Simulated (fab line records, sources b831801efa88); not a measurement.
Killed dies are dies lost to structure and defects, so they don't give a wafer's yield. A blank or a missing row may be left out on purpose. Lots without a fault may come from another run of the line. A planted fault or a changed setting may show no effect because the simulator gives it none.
fab line records | flow gf180mcu
record lots=5 wafers=23
route steps=602 shown PASSIVATION@598
start_h: hours from the record's first day to the start of the lot's first wafer shown | wait_h: hours since the lot's step before | " the same as in the row above | L1.1+2: a row that stands for several wafers | - no value, or no start given | * or withheld: withheld | < > ~ a bound
route shown NAME@n: a module of which the file shows steps, and the number in the route of the first | usual: mean/standard deviation of fault-free wafers | same: alike in all rows | chamber/n: place in a boat | sites: the reading at each site | _std_site: their standard deviation | _edge_site: outer sites' mean less inner sites' | radius_mm: how far each site lies from the wafer's centre | mask NAME#n: copy n | behind: the tool/chamber that last shaped the wafer | hold: why the lot was held/for how many hours/how that ended | device: the transistor (n, p or np) that didn't switch | end of line: the same wafers' tests at the end of the route | a step without rows: its recipe alone | killed: dies lost to structure and defects at the first sort, not the wafer's yield | map: a wafer's dies, x killed, . not, _ none there
set.NAME: the setting as run; set.NAME@STEP: as run at that earlier step | model.NAME: the simulator's own value behind a step, which no gauge read
lots whose settings were changed on purpose; a table a step, a row a wafer
## steps
# step GF_PASSIVATION_ETCH_11
# recipe chemistry=CF4/O2 target_depth_nm=1800 stop_on=TiN source_w=800 bias_w=150 pressure_mtorr=150 cf4_flow_sccm=80 O2_flow_sccm=10 time_s=400
# columns lot.wafer tool chamber start_h wait_h set.source_w model.coat_of_PASSIVATION_COAT_06.thk_nm
L076.2 rie_diel-03 0 689.76 - 800 2788
L076.3 " 3 " " 800 2803
L076.4 " 1 " " 800 2762
L076.5 " 1 " " 853.7 2698
L076.6 " 2 " " 853.7 2739
L079.2+3 rie_diel-02 0,2 710.51 - 800 2791
L079.6 " 0 " " 800 2830
L082.2+6 rie_diel-03 2,0 726.81 - 800 2818
L082.3 " 0 " " 727.3 2914
L082.4 " 3 " " 727.3 2913
L082.5 " 1 " " 800 2800
L083.1 rie_diel-04 1 733.41 - 747.9 2867
L083.3 " 2 " " 800 2786
L083.4 " 0 " " 747.9 2880
L083.5 " 1 " " 800 2813
L083.6 " 0 " " 800 2807
L084.1 rie_diel-02 3 741.38 - 800 2800
L084.3 " 1 " " 767.5 2821
L084.4 " 0 " " 800 2796
L084.5 " 3 " " 767.5 2851
L084.6 " 2 " " 800 2768
# step GF_PASSIVATION_STRIP_12
# recipe chemistry=O2/N2 power_w=1400 pressure_mtorr=1500 platen_temp_c=250 o2_flow_sccm=3000 n2_flow_sccm=300 overash_fraction=0.5
# usual strip_time_to_endpoint_s=34.80/0.22
# columns lot.wafer tool chamber start_h wait_h set.source_w@PASSIVATION_ETCH_11 strip_time_to_endpoint_s
L076.2 plasma_asher-01 1 690.00 0.1 800 34.64
L076.3 " 1 " " 800 34.82
L076.4 " 0 " " 800 34.34
L076.5 " 0 " " 853.7 33.60
L076.6 " 1 " " 853.7 34.10
L079.2 plasma_asher-02 1 710.75 0.1 800 34.67
L079.3 " 0 " " 800 34.69
L079.6 " 0 " " 800 35.15
L082.2 plasma_asher-04 1 727.04 0.1 800 34.98
L082.3 " 1 " " 727.3 36.08
L082.4 " 0 " " 727.3 36.08
L082.5 " 1 " " 800 34.77
L082.6 " 0 " " 800 35.00
L083.1 plasma_asher-04 0 733.65 0.1 747.9 35.53
L083.3 " 0 " " 800 34.61
L083.4 " 1 " " 747.9 35.70
L083.5 " 1 " " 800 34.91
L083.6 " 0 " " 800 34.86
L084.1 plasma_asher-04 1 741.62 0.1 800 34.77
L084.3 " 1 " " 767.5 35.04
L084.4 " 0 " " 800 34.73
L084.5 " 1 " " 767.5 35.35
L084.6 " 0 " " 800 34.41
## key
split step=GF_PASSIVATION_ETCH_11 setting=source_w stated=800 by=wafer
response step=GF_PASSIVATION_ETCH_11 reading=model.coat_of_PASSIVATION_COAT_06.thk_nm change=-10.9 per=1% r=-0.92
response step=GF_PASSIVATION_STRIP_12 reading=strip_time_to_endpoint_s change=* per=1% r=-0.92
